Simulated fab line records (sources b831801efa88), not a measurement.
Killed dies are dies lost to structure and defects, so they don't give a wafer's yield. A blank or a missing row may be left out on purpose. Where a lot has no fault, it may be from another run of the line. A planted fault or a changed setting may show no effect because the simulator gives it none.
What tool caused it? / flow sky130 / Sampling: 7 lots, 21 wafers, 2 of 708 route steps

== WHAT THE GAUGES SHOWED, per wafer ==
SKY_VIA4_RS_MEAS_19: the measuring method here is four-point-probe.
lot=L630; measured=day 43 10:16; on=film metro-03; VIA4_W_RS (ohm/sq)=0.233 0.233 0.231
lot=L633; measured=day 44 10:11; on=film metro-02; VIA4_W_RS (ohm/sq)=0.223 0.226 0.224
lot=L639; measured=day 46 16:53; on=film metro-02; VIA4_W_RS (ohm/sq)=0.227 0.227 0.221
lot=L643; measured=day 47 01:31; on=film metro-02; VIA4_W_RS (ohm/sq)=0.227 0.225 0.229
lot=L645; measured=day 47 18:47; on=film metro-04; VIA4_W_RS (ohm/sq)=58.006 57.790 57.536
lot=L648; measured=day 48 00:01; on=film metro-03; VIA4_W_RS (ohm/sq)=0.226 0.231 0.225
lot=L650; measured=day 48 14:23; on=film metro-02; VIA4_W_RS (ohm/sq)=0.230 0.230 0.229

== EACH LOT AND THE TOOL THAT RAN IT (in order: tool; ch and the chambers of the sampled wafers; start) ==
lot=L630; SKY_VIA4_CVD_18=cvd w-02 ch 0,1, day 43 10:07
lot=L633; SKY_VIA4_CVD_18=cvd w-01 ch 0,1, day 44 10:02
lot=L639; SKY_VIA4_CVD_18=cvd w-01 ch 0,1, day 46 16:44
lot=L643; SKY_VIA4_CVD_18=cvd w-01 ch 0,1, day 47 01:21
lot=L645; SKY_VIA4_CVD_18=cvd w-02 ch 1, day 47 18:29
lot=L648; SKY_VIA4_CVD_18=cvd w-01 ch 0,1, day 47 23:50
lot=L650; SKY_VIA4_CVD_18=cvd w-01 ch 1, day 48 14:13
- SKY_VIA4_CVD_18: deposits W, target thk 505 nm, time 152.14 s.

== THE ANSWER, worked out from the rows above alone ==
Rule: the usual values come from the lots themselves. Put in order of their means at a reading, lots are off if they are a third of the lots or fewer, leave a main group of 4 or more, and stand apart from it by a gap of 3 or more times the standard deviation of the main group's means; of several such gaps the widest counts. A main group is skipped when, at the precision printed for the reading in the tables above, its means are all equal. Also off: a lot with no number at a reading for which 4 or more lots have one. Where the step has rows for the other lots, those lots are counted as sound.
Off: L645, at SKY_VIA4_RS_MEAS_19 (VIA4_W_RS). For the main group the mean is 0.228 ohm/sq and the standard deviation 0.0027.
If a tool, at a process step before that reading, ran all the lots that are off and no sound lot after the first of them, it fits. Those tools and the gauges at SKY_VIA4_RS_MEAS_19 are tried in the same way. 2 tools fit, cvd w-02 at SKY_VIA4_CVD_18 and film metro-04 at SKY_VIA4_RS_MEAS_19, so this cannot tell which one it is.

== WHAT THE SIMULATOR HAD PUT IN ==
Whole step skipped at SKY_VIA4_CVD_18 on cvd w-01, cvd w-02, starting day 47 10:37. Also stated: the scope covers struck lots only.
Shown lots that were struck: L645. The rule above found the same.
